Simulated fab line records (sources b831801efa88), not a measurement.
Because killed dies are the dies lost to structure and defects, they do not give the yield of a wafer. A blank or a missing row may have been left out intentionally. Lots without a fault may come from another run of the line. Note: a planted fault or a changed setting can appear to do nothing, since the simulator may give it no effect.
fab line records -- flow sky130
record: lots: 5, wafers: 15, last_day: 50
route steps=708 shown POLY_GATE@217 LDD_N@237 PAD_OPEN@708
lots untouched by any fault: they come from a run of this same line in which no faults occurred
start_h: hours from the record's first day to the start of the lot's first wafer shown -- wait_h: hours since the lot's step before -- " unchanged from the row above -- L1.1+2: a row that stands for several wafers -- - no value present, or no start provided -- * or withheld: withheld -- < > ~ a bound
route shown NAME@n: NAME is a module with steps in the file, n the number in the route of the first one -- usual: mean/standard deviation of fault-free wafers -- same: alike in all rows -- chamber/n: place in a boat -- sites: the reading at each site -- _std_site: how widely they spread, as a standard deviation -- _edge_site: inner sites' mean taken away from outer sites' mean -- radius_mm: for every site, how far away it sits from the centre of the wafer -- mask NAME#n: copy n -- behind: tool/chamber where the wafer was last shaped -- hold: what put the lot on hold/how long, in hours/how the hold closed -- device: transistor that didn't switch, given as n, p or np -- end of line: the tests these same wafers got at the end of their route -- step lacking rows: just its recipe -- killed: dies that structure and defects cost at the first sort, which is not the same as the wafer's yield -- map: a wafer's dies, x killed, . not, _ none there
set.NAME: the setting as run; set.NAME@STEP: as run at that earlier step -- model.NAME: the simulator's own value behind a step, which no gauge read
lots at some steps of the route; a table a step, a row a wafer
services: from which hour (start_h, from the record's first day; less than 0 if before it) a tool's chamber was out of use, for how many hours, and why
== steps ==
step: SKY_POLY_GATE_CVD_03
recipe: material: Si3N4, precursor: DCS/NH3, target_thk_nm: 75, temp_c: 770, time_s: 1290, pressure_mtorr: 250
step: SKY_POLY_GATE_THK_MEAS_04
recipe: reads: Si3N4_of_POLY_GATE_CVD_03
usual: POLY_GATE_CVD_03_THK: 75.2/0.75
lot.wafer,tool,chamber,start_h,wait_h,POLY_GATE_CVD_03_THK[nm]
L403.1,film_metro-01,-,333.36,0.0,75.4
L403.5,film_metro-01,-,333.36,0.0,75.6
L403.6,film_metro-01,-,333.36,0.0,75.3
L407.1,film_metro-04,-,371.18,0.0,75.1
L407.3,film_metro-04,-,371.18,0.0,74.8
L407.6,film_metro-04,-,371.18,0.0,75.2
L409.2,film_metro-04,-,391.44,0.0,74.1
L409.4,film_metro-04,-,391.44,0.0,74.0
L409.6,film_metro-04,-,391.44,0.0,74.1
L423.1,film_metro-02,-,522.22,0.0,74.9
L423.4,film_metro-02,-,522.22,0.0,74.5
L423.5,film_metro-02,-,522.22,0.0,74.6
L424.2,film_metro-01,-,525.02,0.0,75.7
L424.3,film_metro-01,-,525.02,0.0,75.9
L424.6,film_metro-01,-,525.02,0.0,75.5
step: SKY_POLY_GATE_DEHYDRATE_05
recipe: temp_c: 200, time_s: 60
step: SKY_POLY_GATE_HMDS_06
recipe: prime_time_s: 60, prime_temp_c: 120
step: SKY_POLY_GATE_COAT_07
recipe: resist: BARC, temp_c: withheld, time_s: withheld, spin_rpm: 3000, resist_thk_nm: 110
step: SKY_POLY_GATE_COAT_08
recipe: resist: KrF-thick, spin_rpm: 3000, resist_thk_nm: 450
step: SKY_POLY_GATE_SOFTBAKE_09
recipe: temp_c: 100, time_s: 90, resist: KrF-thick
step: SKY_POLY_GATE_EXPOSE_10
recipe: mask_id: P1M, na: 0.68, source_shape: conventional, sigma_outer: 0.6, target_cd_nm: 150, dose_mj: 28
step: SKY_POLY_GATE_PEB_11
recipe: peb_temp_c: withheld, peb_time_s: withheld, resist: KrF-thick
step: SKY_POLY_GATE_DEVELOP_12
recipe: develop_time_s: 60, resist: KrF-thick, dev_temp_c: 21
step: SKY_POLY_GATE_CD_MEAS_13
recipe: target_cd_nm: 150
usual: cd_nm: 150.2/1.3
lot.wafer,tool,chamber,start_h,wait_h,cd_nm
L403.1,cd_sem-01,-,361.34,-,149.4
L403.5,cd_sem-01,-,361.34,-,149.1
L403.6,cd_sem-01,-,361.34,-,149.3
L407.1,cd_sem-02,-,400.79,-,150.8
L407.3,cd_sem-02,-,400.79,-,152.2
L407.6,cd_sem-02,-,400.79,-,153.0
L409.2,cd_sem-02,-,420.93,-,149.1
L409.4,cd_sem-02,-,420.93,-,150.9
L409.6,cd_sem-02,-,420.93,-,150.6
L423.1,cd_sem-02,-,552.76,-,150.1
L423.4,cd_sem-02,-,552.76,-,151.5
L423.5,cd_sem-02,-,552.76,-,151.1
L424.2,cd_sem-01,-,555.50,-,151.1
L424.3,cd_sem-01,-,555.50,-,149.9
L424.6,cd_sem-01,-,555.50,-,151.5
step: SKY_POLY_GATE_OVL_MEAS_14
usual: POLY_GATE_OVL: 5/4.8
lot.wafer,tool,chamber,start_h,wait_h,POLY_GATE_OVL[nm]
L403.1,overlay-02,-,361.46,0.1,4
L403.5,overlay-02,-,361.46,0.1,10
L403.6,overlay-02,-,361.46,0.1,10
L407.1,overlay-02,-,400.91,0.1,8
L407.3,overlay-02,-,400.91,0.1,15
L407.6,overlay-02,-,400.91,0.1,7
L409.2,overlay-01,-,421.04,0.1,-2
L409.4,overlay-01,-,421.04,0.1,3
L409.6,overlay-01,-,421.04,0.1,2
L423.1,overlay-02,-,552.88,0.1,0
L423.4,overlay-02,-,552.88,0.1,0
L423.5,overlay-02,-,552.88,0.1,0
L424.2,overlay-01,-,555.61,0.1,3
L424.3,overlay-01,-,555.61,0.1,6
L424.6,overlay-01,-,555.61,0.1,8
step: SKY_POLY_GATE_ETCH_15
recipe: chemistry: N2/H2, target: BARC, ion_energy_ev: 200, source_w: 500, bias_w: 100, pressure_mtorr: 30, n2_flow_sccm: 100, h2_flow_sccm: 200, stop_on: SiO2, time_s: 118.5, target_depth_a: 1100
usual: drypump_motor_current_A: 5.6/0.5, oes_product_au: 0.716/0.0047, throttle_valve_pct: 13.213/0.0095
lot.wafer,tool,chamber,start_h,wait_h,drypump_motor_current_A,oes_product_au,rf_hours_counter_h,throttle_valve_pct,model.KrF-thick_of_POLY_GATE_COAT_08.thk_nm,model.POLY_GATE.cd_nm
L403.1,rie_diel-04,1,361.49,0.0,6.3,0.717,19,13.217,341,149.7
L403.5,rie_diel-04,0,361.49,0.0,5.0,0.714,-,13.213,345.6,148.9
L403.6,rie_diel-04,1,361.49,0.0,6.2,0.718,-,13.199,343.2,148
L407.1,rie_diel-03,1,400.94,0.0,4.8,0.716,10,13.223,348,152
L407.3,rie_diel-03,0,400.94,0.0,6.2,0.716,47,13.198,346.8,154.8
L407.6,rie_diel-03,1,400.94,0.0,4.8,0.708,-,13.200,348,153.1
L409.2,rie_diel-03,3,421.07,0.0,5.4,0.718,69,13.215,344.9,151.2
L409.4,rie_diel-03,1,421.07,0.0,4.8,0.718,10,13.213,345.7,150.7
L409.6,rie_diel-03,2,421.07,0.0,6.1,0.720,-,13.219,379.9,163
L423.1,rie_diel-04,1,552.92,0.0,6.3,0.727,22,13.216,342.6,149
L423.4,rie_diel-04,3,552.92,0.0,5.4,0.716,74,13.207,346.1,147.5
L423.5,rie_diel-04,3,552.92,0.0,5.5,0.716,-,13.226,347,148
L424.2,rie_diel-04,3,555.64,0.0,5.4,0.717,74,13.220,347.2,148.7
L424.3,rie_diel-04,1,555.64,0.0,6.3,0.720,22,13.208,344.7,149.3
L424.6,rie_diel-04,0,555.64,0.0,5.0,0.714,-,13.237,348.4,150.7
step: SKY_POLY_GATE_ETCH_16
recipe: stop_on: poly-Si, chemistry: CH3F/O2, target: Si3N4, source_w: 392.7, bias_w: 80, pressure_mtorr: 25, ch3f_flow_sccm: 40, O2_flow_sccm: 30, time_s: 147.5, target_depth_a: 750
usual: drypump_motor_current_A: 5.6/0.5, oes_product_au: 0.641/0.0053, throttle_valve_pct: 10.534/0.0086
lot.wafer,tool,chamber,start_h,wait_h,drypump_motor_current_A,oes_product_au,rf_hours_counter_h,throttle_valve_pct
L403.1,rie_diel-04,1,361.58,0.0,6.3,0.643,19,10.538
L403.5,rie_diel-04,0,361.58,0.0,5.0,0.638,-,10.518
L403.6,rie_diel-04,1,361.58,0.0,6.3,0.654,-,10.541
L407.1,rie_diel-03,1,401.03,0.0,4.8,0.646,10,10.533
L407.3,rie_diel-03,0,401.03,0.0,6.2,0.635,47,10.529
L407.6,rie_diel-03,1,401.03,0.0,4.8,0.638,-,10.540
L409.2,rie_diel-03,3,421.15,0.0,5.4,0.633,69,10.522
L409.4,rie_diel-03,1,421.15,0.0,4.8,0.636,10,10.532
L409.6,rie_diel-03,2,421.15,0.0,6.1,0.638,-,10.530
L423.1,rie_diel-04,1,553.00,0.0,6.3,0.646,22,10.547
L423.4,rie_diel-04,3,553.00,0.0,5.4,0.634,74,10.535
L423.5,rie_diel-04,3,553.00,0.0,5.4,0.643,-,10.533
L424.2,rie_diel-04,3,555.72,0.0,5.5,0.646,74,10.534
L424.3,rie_diel-04,1,555.72,0.0,6.3,0.641,22,10.539
L424.6,rie_diel-04,0,555.72,0.0,5.0,0.633,-,10.541
step: SKY_POLY_GATE_ETCH_17
recipe: target_depth_nm: 180, stop_on: SiO2, over_etch_frac: 0.56667, chemistry: HBr/Cl2, target: poly-Si, icp_w: 400, bias_w: 100, pressure_mtorr: 10, HBr_flow_sccm: 150, Cl2_flow_sccm: 50, time_s: 70.5
usual: drypump_motor_current_A: 5.9/0.57, oes_product_au: 0.982/0.0083, throttle_valve_pct: 33.684/0.0085
lot.wafer,tool,chamber,start_h,wait_h,drypump_motor_current_A,oes_product_au,rf_hours_counter_h,throttle_valve_pct,model.KrF-thick_of_POLY_GATE_COAT_08.thk_nm,model.POLY_GATE.cd_nm
L403.1,rie_si-01,3,361.67,0.0,5.9,0.968,3,33.685,136.3,149.6
L403.5,rie_si-01,0,361.67,0.0,6.2,0.973,-,33.687,140.6,147.4
L403.6,rie_si-01,3,361.67,0.0,5.9,0.972,-,33.679,140.7,147.7
L407.1,rie_si-01,2,401.12,0.0,6.6,0.976,2,33.684,146.6,152.2
L407.3,rie_si-01,0,401.12,0.0,6.2,0.979,3,33.686,145,155
L407.6,rie_si-01,2,401.12,0.0,6.5,0.984,-,33.680,147.1,154.1
L409.2,rie_si-02,1,421.25,0.0,4.9,0.988,4,33.690,144.3,150.7
L409.4,rie_si-02,2,421.25,0.0,6.1,0.998,0,33.679,141.1,150.7
L409.6,rie_si-02,0,421.25,0.0,6.4,0.984,-,33.673,176,161.7
L423.1,rie_si-02,3,553.10,0.0,5.0,0.992,1,33.689,135.6,147.9
L423.4,rie_si-02,2,553.10,0.0,6.1,0.984,1,33.688,144.5,146.5
L423.5,rie_si-02,0,553.10,0.0,6.4,0.966,-,33.684,147.8,147.5
L424.2,rie_si-01,1,555.82,0.0,6.2,0.980,31,33.678,144.9,148.4
L424.3,rie_si-01,3,555.82,0.0,5.9,0.978,5,33.673,140.9,148.7
L424.6,rie_si-01,3,555.82,0.0,5.9,0.963,-,33.694,148.9,149.5
step: SKY_POLY_GATE_STRIP_18
recipe: chemistry: O2/N2, power_w: 1400, pressure_mtorr: 1500, platen_temp_c: withheld, o2_flow_sccm: 3000, n2_flow_sccm: 300, overash_fraction: 0.5
usual: drypump_motor_current_A: 5.6/0.58, oes_product_au: 0.362/0.0043, strip_time_to_endpoint_s: 3.20/0.044
lot.wafer,tool,chamber,start_h,wait_h,drypump_motor_current_A,oes_product_au,rf_hours_counter_h,strip_time_to_endpoint_s
L403.1,plasma_asher-01,1,361.73,0.0,5.0,0.366,68,3.11
L403.5,plasma_asher-01,0,361.73,0.0,4.9,0.363,-,3.17
L403.6,plasma_asher-01,1,361.73,0.0,5.0,0.358,-,3.18
L407.1,plasma_asher-01,1,401.18,0.0,5.0,0.369,72,3.25
L407.3,plasma_asher-01,0,401.18,0.0,4.8,0.359,-,3.22
L407.6,plasma_asher-01,1,401.18,0.0,5.0,0.358,-,3.25
L409.2,plasma_asher-03,0,421.30,0.0,6.0,0.360,61,3.23
L409.4,plasma_asher-03,1,421.30,0.0,6.1,0.361,-,3.18
L409.6,plasma_asher-03,1,421.30,0.0,6.0,0.377,-,3.54
L423.1,plasma_asher-01,1,553.15,0.0,5.0,0.358,8,3.11
L423.4,plasma_asher-01,0,553.15,0.0,4.9,0.359,-,3.24
L423.5,plasma_asher-01,0,553.15,0.0,4.8,0.368,-,3.26
L424.2,plasma_asher-01,0,555.88,0.0,4.8,0.362,8,3.22
L424.3,plasma_asher-01,0,555.88,0.0,4.8,0.361,-,3.19
L424.6,plasma_asher-01,0,555.88,0.0,4.9,0.361,-,3.27
step: SKY_POLY_GATE_CLEAN_19
recipe: chemistry: SC1/SC2, mix: 1:4:20, temp_c: 70, time_s: 150, dry: n2_spin
step: SKY_POLY_GATE_OXIDATION_20
recipe: temp_c: 850, ambient: O2, stabilise_s: 600, purge_s: 300, target_thk_a: 40, ox_time_s: 899
step: SKY_POLY_GATE_THK_MEAS_21
recipe: reads: SiO2_of_POLY_GATE_OXIDATION_20
usual: POLY_GATE_OXIDATION_THK: 3.97/0.075
lot.wafer,tool,chamber,start_h,wait_h,POLY_GATE_OXIDATION_THK[nm]
L403.1,film_metro-01,-,365.13,0.0,4.02
L403.5,film_metro-01,-,365.13,0.0,4.06
L403.6,film_metro-01,-,365.13,0.0,4.04
L407.1,film_metro-04,-,402.65,0.0,3.91
L407.3,film_metro-04,-,402.65,0.0,3.88
L407.6,film_metro-04,-,402.65,0.0,3.98
L409.2,film_metro-01,-,423.73,0.0,3.84
L409.4,film_metro-01,-,423.73,0.0,3.81
L409.6,film_metro-01,-,423.73,0.0,3.84
L423.1,film_metro-01,-,555.35,0.0,4.04
L423.4,film_metro-01,-,555.35,0.0,4.02
L423.5,film_metro-01,-,555.35,0.0,4.00
L424.2,film_metro-02,-,558.20,0.0,4.05
L424.3,film_metro-02,-,558.20,0.0,4.00
L424.6,film_metro-02,-,558.20,0.0,4.11
step: SKY_POLY_GATE_CD_MEAS_22
usual: cd_nm: 149.7/2.7
lot.wafer,tool,chamber,start_h,wait_h,cd_nm
L403.1,cd_sem-02,-,365.19,0.1,149.9
L403.5,cd_sem-02,-,365.19,0.1,147.2
L403.6,cd_sem-02,-,365.19,0.1,147.6
L407.1,cd_sem-02,-,402.71,0.1,152.5
L407.3,cd_sem-02,-,402.71,0.1,154.9
L407.6,cd_sem-02,-,402.71,0.1,153.8
L409.2,cd_sem-02,-,423.86,0.1,150.5
L409.4,cd_sem-02,-,423.86,0.1,150.8
L409.6,cd_sem-02,-,423.86,0.1,162.0
L423.1,cd_sem-02,-,555.41,0.1,147.6
L423.4,cd_sem-02,-,555.41,0.1,146.2
L423.5,cd_sem-02,-,555.41,0.1,147.5
L424.2,cd_sem-01,-,558.28,0.1,148.3
L424.3,cd_sem-01,-,558.28,0.1,148.6
L424.6,cd_sem-01,-,558.28,0.1,149.6
step: SKY_LDD_N_DEHYDRATE_00
recipe: temp_c: 200, time_s: 60
step: SKY_PAD_OPEN_PROBE_99
usual: killed_at_M0_to_M3: 42/7.6, killed_at_M4_up: 3.4/2, killed_at_contacts: 24/5.9, killed_at_front_end: 16/4.5, killed_at_other: 0.4/0.58, killed_dies: 86/10, killed_open: 47/7.6, killed_short: 39/6.7
same: gross_dies: 492, killed_at_back_side: 0
lot.wafer,tool,chamber,start_h,wait_h,killed_at_M0_to_M3,killed_at_M4_up,killed_at_contacts,killed_at_front_end,killed_at_other,killed_dies,killed_open,killed_short,model.etest.pfet_01v8.r_on_ohm_um,model.etest.res_poly.line_ohm_um,model.etest.nfet_01v8.r_on_ohm_um,model.etest.sonos_uncharged.r_on_ohm_um,model.etest.nfet_01v8_lvt.drive_ua_um,model.etest.nfet_01v8_turned.drive_ua_um,model.etest.nfet_01v8_swapped.drive_ua_um,model.etest.pfet_01v8.drive_ua_um
L403.1,prober-02,-,1070.13,0.1,45,2,20,13,1,81,54,27,2930,512,841.4,799.1,571.4,499.1,500.1,188.9
L403.5,prober-02,-,1070.33,0.2,47,1,23,12,3,86,51,31,2875,534.5,816,799.7,586.1,509.8,512.5,193.5
L403.6,prober-02,-,1070.38,0.2,32,0,22,9,1,64,34,29,2817,533.9,804.9,808.7,596.4,520.4,523.4,199.5
L407.1,prober-02,-,1102.68,0.1,41,2,16,17,0,76,46,29,2891,489.4,802.2,804.8,596.8,519.6,519.5,193.3
L407.3,prober-02,-,1102.78,0.2,57,4,30,11,0,102,47,55,2925,483.4,831.7,811.5,582.9,507.7,509.5,188.9
L407.6,prober-02,-,1102.93,0.2,33,0,23,16,0,72,43,29,2895,489.9,814.1,816.6,594,516.5,518.9,191.2
L409.2,prober-02,-,1110.89,0.1,45,3,37,14,1,100,63,36,2894,511.6,837.9,801.3,571.3,506.4,499.2,193.4
L409.4,prober-02,-,1110.99,0.2,41,4,34,6,1,86,49,37,2917,497.2,833.9,801.9,567.7,499.8,500.4,191.1
L409.6,prober-02,-,1111.09,0.2,31,2,31,19,1,84,44,38,3019,451.5,892.3,828,540.5,471.4,471.4,180.3
L423.1,prober-02,-,1193.23,0.1,58,3,31,16,0,108,55,53,2797,532.3,817.6,826.9,573.5,508.8,508.5,200.7
L423.4,prober-02,-,1193.38,0.2,35,3,24,15,0,77,39,38,2838,542.2,815.1,829.1,578.8,512.5,511.4,197.5
L423.5,prober-02,-,1193.43,0.2,49,0,30,6,1,86,54,31,2838,539.4,813.1,830.3,592,517.5,519.1,200
L424.2,prober-02,-,1193.63,0.1,48,0,28,12,0,88,47,41,2881,530.4,851.2,798.4,567.1,497.2,501.4,193.9
L424.3,prober-02,-,1193.68,0.2,51,5,17,16,0,89,44,45,2937,510.9,842.5,798.7,568.1,494,493.9,188.2
L424.6,prober-02,-,1193.83,0.2,40,5,22,22,0,89,49,40,2915,521,841.2,811.2,570.5,504,501,189
killed by level:class
L403.1 VIA1:geometric_particle:open=16 VIA3:geometric_particle:open=9 LI_CONTACT:geometric_particle:open=7 CONTACT:geometric_particle:open=5 VIA2:geometric_particle:open=5 FIELD_ISO:geometric_particle:short=4 FIELD_ISO:geometric_particle:open=4 CONTACT:geometric_particle:short=4
L403.5 VIA1:geometric_particle:open=9 CONTACT:geometric_particle:open=9 VIA3:geometric_particle:open=8 VIA2:geometric_particle:open=6 LI_CONTACT:geometric_particle:open=5 VIA1:geometric_particle:short=5 CONTACT:geometric_particle:short=4 METAL1:geometric_particle:short=4
L403.6 VIA2:geometric_particle:open=7 CONTACT:geometric_particle:open=6 LI_CONTACT:geometric_particle:open=5 FIELD_ISO:geometric_particle:open=4 LOCAL_INTERCONNECT:geometric_particle:short=4 METAL2:geometric_particle:short=4 VIA3:geometric_particle:open=4 POLY_GATE:geometric_particle:short=3
L407.1 VIA1:geometric_particle:open=10 VIA2:geometric_particle:open=7 VIA3:geometric_particle:open=6 CONTACT:geometric_particle:open=5 METAL2:geometric_particle:short=5 LI_CONTACT:geometric_particle:open=4 METAL1:geometric_particle:short=4 FIELD_ISO:geometric_particle:short=3
L407.3 VIA1:geometric_particle:open=17 VIA1:geometric_particle:short=10 LI_CONTACT:geometric_particle:short=7 LOCAL_INTERCONNECT:geometric_particle:short=7 CONTACT:geometric_particle:short=6 VIA2:geometric_particle:open=6 VIA3:geometric_particle:open=5 FIELD_ISO:geometric_particle:short=4
L407.6 CONTACT:geometric_particle:open=10 VIA1:geometric_particle:open=10 FIELD_ISO:geometric_particle:open=6 LI_CONTACT:geometric_particle:open=6 FIELD_ISO:geometric_particle:short=5 METAL2:geometric_particle:short=5 VIA3:geometric_particle:open=5 LOCAL_INTERCONNECT:geometric_particle:short=4
L409.2 CONTACT:geometric_particle:open=17 VIA1:geometric_particle:open=11 VIA2:geometric_particle:open=9 LI_CONTACT:geometric_particle:open=7 VIA3:geometric_particle:open=7 CONTACT:geometric_particle:short=5 METAL2:geometric_particle:open=4 METAL2:geometric_particle:short=4
L409.4 CONTACT:geometric_particle:open=18 METAL2:geometric_particle:short=7 VIA1:geometric_particle:open=7 LI_CONTACT:geometric_particle:open=6 CONTACT:geometric_particle:short=6 VIA3:geometric_particle:open=6 VIA1:geometric_particle:short=4 METAL1:geometric_particle:short=4
L409.6 CONTACT:geometric_particle:open=12 FIELD_ISO:geometric_particle:open=8 FIELD_ISO:geometric_particle:short=7 VIA1:geometric_particle:open=7 LI_CONTACT:geometric_particle:open=6 VIA1:geometric_particle:short=5 LI_CONTACT:geometric_particle:short=4 LOCAL_INTERCONNECT:geometric_particle:short=4
L423.1 LI_CONTACT:geometric_particle:open=10 CONTACT:geometric_particle:open=10 VIA1:geometric_particle:open=10 VIA2:geometric_particle:open=8 METAL1:geometric_particle:short=8 FIELD_ISO:geometric_particle:short=6 VIA2:geometric_particle:short=6 VIA3:geometric_particle:open=6
L423.4 VIA3:geometric_particle:open=8 CONTACT:geometric_particle:open=7 CONTACT:geometric_particle:short=7 LI_CONTACT:geometric_particle:open=6 METAL1:geometric_particle:short=6 POLY_GATE:geometric_particle:short=4 VIA1:geometric_particle:open=4 VIA2:geometric_particle:short=4
L423.5 VIA1:geometric_particle:open=15 CONTACT:geometric_particle:open=12 VIA3:geometric_particle:open=10 CONTACT:geometric_particle:short=6 VIA2:geometric_particle:open=5 LI_CONTACT:geometric_particle:open=5 METAL2:geometric_particle:short=5 LI_CONTACT:geometric_particle:short=4
L424.2 LI_CONTACT:geometric_particle:open=12 VIA1:geometric_particle:open=11 METAL1:geometric_particle:short=11 VIA3:geometric_particle:open=8 LOCAL_INTERCONNECT:geometric_particle:short=5 VIA1:geometric_particle:short=5 FIELD_ISO:geometric_particle:open=4 POLY_GATE:geometric_particle:short=4
L424.3 CONTACT:geometric_particle:open=11 VIA1:geometric_particle:open=10 VIA3:geometric_particle:open=9 FIELD_ISO:geometric_particle:short=7 METAL1:geometric_particle:short=7 METAL2:geometric_particle:short=7 VIA1:geometric_particle:short=4 VIA3:geometric_particle:short=4
L424.6 VIA1:geometric_particle:open=11 LI_CONTACT:geometric_particle:open=10 METAL1:geometric_particle:short=9 FIELD_ISO:geometric_particle:short=7 VIA3:geometric_particle:open=7 CONTACT:geometric_particle:open=6 METAL2:geometric_particle:short=6 POLY_GATE:geometric_particle:open=5
== services ==
tool,chamber,start_h,hours,kind
plasma_asher-01,-,346.80,8.8,repair
rie_si-01,2,386.17,13.5,repair
rie_si-02,-,397.15,0.5,repair
rie_diel-03,-,418.38,1.1,repair
plasma_asher-01,-,421.25,9.0,pm
plasma_asher-01,0,421.25,9.0,vent_cycle
plasma_asher-01,1,421.25,9.0,vent_cycle
plasma_asher-01,0,430.25,-,clean
plasma_asher-01,1,430.25,-,clean
rie_diel-03,1,439.02,28.9,repair
rie_diel-04,2,454.22,2.5,repair
rie_diel-04,-,455.83,0.6,repair
rie_diel-04,2,465.08,4.7,repair
plasma_asher-01,-,468.55,28.1,pm
rie_diel-03,2,483.65,-,clean
rie_si-01,-,503.17,0.5,repair
rie_si-02,-,505.62,2.8,pm
rie_diel-04,0,510.78,5.0,repair
rie_si-01,3,512.52,5.5,repair
plasma_asher-01,-,520.03,14.3,repair
rie_si-02,2,520.04,4.1,repair
rie_si-01,2,527.19,0.9,repair
rie_diel-03,-,529.41,16.9,repair
rie_diel-03,0,530.38,18.8,repair
== key ==
first_sign: step: SKY_POLY_GATE_STRIP_18, reading: strip_time_to_endpoint_s, direction: up, sigmas: 7.7, usual: *, struck: *
effect: step: SKY_POLY_GATE_STRIP_18, reading: oes_product_au, direction: up, sigmas: 3.6, usual: 0.362, struck: 0.377
effect: step: SKY_POLY_GATE_CD_MEAS_22, reading: cd_nm, direction: up, sigmas: 4.5, usual: 149.7, struck: 162.0
model_effect: step: SKY_POLY_GATE_ETCH_15, value: KrF-thick_of_POLY_GATE_COAT_08.thk_nm, without: 342.5, struck: 379.9
model_effect: step: SKY_POLY_GATE_ETCH_17, value: KrF-thick_of_POLY_GATE_COAT_08.thk_nm, without: 138.6, struck: 176
model_effect: step: SKY_PAD_OPEN_PROBE_99, value: etest.pfet_01v8.r_on_ohm_um, without: 2888, struck: 3019
met_at SKY_POLY_GATE_ETCH_15
struck_wafers L409.6
tester_left_out L409
fault: kind: process_parameter_drift, tool: rie_diel-03, chamber: 2, onset_h: 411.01, steps: SKY_POLY_GATE_ETCH_15, channel: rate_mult, offset: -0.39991, shape: step, end_h: 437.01
tester_left_out: of these lots the tester's yield and bins aren't shown, on N5 and GAA mostly nor the transistor test; their killed dies are dies lost to structure and defects alone, not to doping, threshold or leakage, so they don't give the yield
